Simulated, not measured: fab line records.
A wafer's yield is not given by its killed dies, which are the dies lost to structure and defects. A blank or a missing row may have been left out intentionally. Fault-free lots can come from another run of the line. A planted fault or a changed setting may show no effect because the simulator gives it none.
Problem report in the 8D (eight disciplines) form, filled by code    flow sky130    the parts of the form that need people (team, actions taken, sign-off) are left out

== 1. THE PROBLEM ==
Mean of cd_nm at SKY_METAL3_CD_MEAS_13: 324.9 nm across 6 wafers in 2 lots; on wafers with no fault it is 300.2 nm (standard deviation 1.4). Measured from the usual mean, that is +18 standard deviations.
The step: target cd 300 nm.
Earliest sighting: wafer L992.2 on cd_sem-01 at day 42 19:59. The record has a number at this step for 33 wafers belonging to 11 lots. Rule for "out", or "out of limits": more than 4 standard deviations from the usual mean. Any other wafer with a number is counted as sound.

== 2. WHAT IT IS, AND WHAT IT ISN'T ==
question                     is                      is not
which readings at this step  cd_nm                   -
which lots                   L992, L994              L977, L978, L979, L982, L983, L984, L987, L996, L997
which wafers of those lots   all that have a number  -
read on which gauges         cd_sem-01, cd_sem-02    -
when                         from day 42 19:59       up to then (21 sound wafers); but 6 sound wafers of L996, L997 came after

== 3. WHAT RULES OUT EACH SUSPECT ==
Counting: a tool stays on the suspect list if, at a process step up to the reading, it processed all lots that are out and no sound lot following the first of them.
- ruled out: the gauge at SKY_METAL3_CD_MEAS_13. Those wafers that are out were read across 2 gauges (cd_sem-01, cd_sem-02).
- krf_scanner-02 at SKY_METAL3_EXPOSE_10 (exposes mask MM3, target cd 300 nm): kept. Every lot that is out went through it, starting with L992 (day 42 09:55), and after that it ran no sound lot; the last sound lot it ran before then is L987 (day 41 07:15). On those wafers its own readings are out: exposure_dose_mJ_cm2.
The count leaves krf_scanner-02 at SKY_METAL3_EXPOSE_10.

== 4. THE CAUSE (what the simulator had put in) ==
Process parameter drift: krf_scanner-02, from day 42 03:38 on, at SKY_METAL3_EXPOSE_10. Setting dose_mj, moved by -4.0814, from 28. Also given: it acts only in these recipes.
This tool alone remained once counting was done.

== 5. THE CHAIN OF EFFECTS, in route order ==
Each row: a reading where the mean over the struck wafers with a number is more than 3 standard deviations away from the usual. Scope: only readings with a usual standard deviation given in the record; hours: median across lots of the time from each lot's start at the first step in this table that gives one to its start at this step; sigmas: change in usual standard deviations.
hours  step                   reading               usual     on struck wafers  change  sigmas
0      SKY_METAL3_EXPOSE_10   exposure_dose_mJ_cm2  27.998    24.329            -3.669  -99 or more
10     SKY_METAL3_CD_MEAS_13  cd_nm                 300.2 nm  324.9             +24.7   +18
It contains these process steps:
- SKY_METAL3_EXPOSE_10: exposes mask MM3, target cd 300 nm.

== 6. HOW IT WOULD HAVE BEEN CAUGHT EARLIER ==
Counted from the fault's start at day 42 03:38, it took 16 hours until the first out-of-limits reading at a measuring or inspecting step in this record, taken at day 42 19:59.
The tool's own readings at SKY_METAL3_EXPOSE_10 were out on every struck wafer that the step has a row for (exposure_dose_mJ_cm2): an alarm limit on them would have fired on the first of those.
Of the lots that are out (2), L994 began SKY_METAL3_EXPOSE_10 on krf_scanner-02 after day 42 19:59. Had the tool been put on hold then, it would have been spared.
